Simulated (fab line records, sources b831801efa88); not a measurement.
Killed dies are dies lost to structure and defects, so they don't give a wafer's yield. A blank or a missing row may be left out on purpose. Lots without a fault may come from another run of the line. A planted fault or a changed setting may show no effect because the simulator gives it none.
Chamber matching | flow gf180mcu | GF_PASSIVATION_CVD_02 on pecvd-03: 3 sister chambers
The step deposits Si3N4, target thk 700 nm, time 486.18 s. 16 wafers are shown with their chamber, then 8 later ones without.

WAFERS WITH THEIR CHAMBER
wafer  | chamber | heater_power_w (W)
L858.2 | 1       | 737
L858.3 | 0       | 734
L858.6 | 2       | 561
L861.1 | 0       | 812
L861.2 | 1       | 793
L861.5 | 0       | 840
L867.2 | 2       | 601
L867.4 | 1       | 830
L867.6 | 0       | 845
L872.3 | 1       | 727
L872.4 | 1       | 783
L872.6 | 2       | 628
L875.1 | 2       | 580
L875.2 | 1       | 732
L875.6 | 2       | 616
L877.4 | 1       | 688

SIGNATURES (means of the wafers above)
reading        | chamber 0 | chamber 1 | chamber 2 | scatter within a chamber
heater_power_w | 807.75    | 755.71    | 597.20    | 43.7
Rule: a wafer's distance from a chamber is the root of the sum, over the readings, of the square of ((its reading less the chamber's mean) divided by the reading's scatter). The wafer belongs to the nearest chamber; if the next one is less than 2 further off, it can't be placed. The scatter: the root of (the sum of the squares of (reading less its chamber's mean) over the shown wafers, divided by (wafers less chambers)).

WAFERS WITHOUT THEIR CHAMBER
wafer  | heater_power_w (W)
L877.5 | 562
L877.6 | 844
L879.1 | 673
L879.4 | 859
L879.5 | 821
L880.2 | 643
L880.4 | 681
L880.6 | 662

WHICH CHAMBER EACH WENT THROUGH
wafer  | from the rows above          | in truth
L877.5 | 2                            | 2
L877.6 | can't be placed: 0 or 1      | 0
L879.1 | can't be placed: 2 or 1 or 0 | 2
L879.4 | can't be placed: 0 or 1      | 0
L879.5 | can't be placed: 0 or 1      | 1
L880.2 | can't be placed: 2 or 1      | 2
L880.4 | can't be placed: 1 or 2 or 0 | 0
L880.6 | can't be placed: 2 or 1 or 0 | 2
Placed correctly: 1 of 8. Can't be placed from these rows: 7 (the true chamber is among the candidates in 7). Placed wrongly: 0.
